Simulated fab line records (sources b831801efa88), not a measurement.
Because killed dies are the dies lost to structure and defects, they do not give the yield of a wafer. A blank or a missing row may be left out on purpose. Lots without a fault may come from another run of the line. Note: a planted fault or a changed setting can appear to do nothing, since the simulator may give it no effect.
Code-filled problem report in 8D (eight disciplines) form -- flow sfq line -- the parts of the form that need people (team, actions taken, sign-off) are left out

== 1. WHAT IS WRONG ==
Mean of rf fwd power W at SFQ_TRILAYER_I1_DEP_PECVD_045: 211.7 W across 6 wafers in 2 lots; on wafers with no fault it is 182.3 W (standard deviation 0.65). Relative to the usual mean, that is a shift of +45 standard deviations.
The step: deposits SiO2 from SiH4/N2O, time 111.11 s, target thk 500 nm.
Earliest sighting: wafer L425.3 on pecvd-01 at day 24 16:43. Wafers with a number at this step in the record: 42, from 14 lots. Rule for "out", or "out of limits": more than 4 standard deviations from the usual mean. All remaining wafers that have a number are taken as sound.

== 2. WHAT IT IS, WHAT IT ISN'T ==
question,is,is not
which readings at this step,rf fwd power W,"heater power outer w, heater power w, throttle valve pct"
which lots,"L425, L426","L408, L409, L410, L411, L412, L413, L414, L415, L416, L427, L429, L430"
which wafers of those lots,all that have a number,-
read on which tools,pecvd-01,"pecvd-03, pecvd-04"
when,from day 24 16:43,"up to then (27 sound wafers); but 9 sound wafers of L427, L429, L430 came after"

== 3. THE SUSPECTS, EACH WITH WHAT RULES IT OUT ==
Counting: any tool at a process step up to the reading is kept as a suspect provided that every lot that is out went through it and no sound lot did after the first of them.
- pecvd-01 at SFQ_TRILAYER_I1_DEP_PECVD_045 (deposits SiO2 from SiH4/N2O, time 111.11 s, target thk 500 nm): kept. All lots that are out passed through it, beginning with L425 at day 24 16:43, and no sound lot followed; its final sound lot before that point was L415 at day 18 05:34. Its own rf fwd power W readings are out on those wafers.
Left after counting: pecvd-01 at SFQ_TRILAYER_I1_DEP_PECVD_045.

== 4. THE CAUSE (what the simulator had put in) ==
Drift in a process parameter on pecvd-01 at SFQ_TRILAYER_I1_DEP_PECVD_045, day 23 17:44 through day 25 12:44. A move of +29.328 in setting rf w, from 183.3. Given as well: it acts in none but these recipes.
Counting left only this tool.

== 5. THE EFFECT CHAIN, in route order ==
Each row: a reading where the mean over the struck wafers with a number is more than 3 standard deviations away from the usual. Scope: only readings with a usual standard deviation given in the record; hours: median across lots of the time from each lot's start at the first step in this table that gives one to its start at this step; sigmas: change in usual standard deviations.
hours,step,reading,usual,on struck wafers,change,sigmas
0,SFQ_TRILAYER_I1_DEP_PECVD_045,rf fwd power W,182.3 W,211.7,+29.4,+45
Process steps it contains:
- SFQ_TRILAYER_I1_DEP_PECVD_045: deposits SiO2 from SiH4/N2O, time 111.11 s, target thk 500 nm.

== 6. WHAT WOULD HAVE CAUGHT IT SOONER ==
In this record the first reading out of limits was taken at day 24 16:43, 23 hours after the fault began at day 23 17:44.
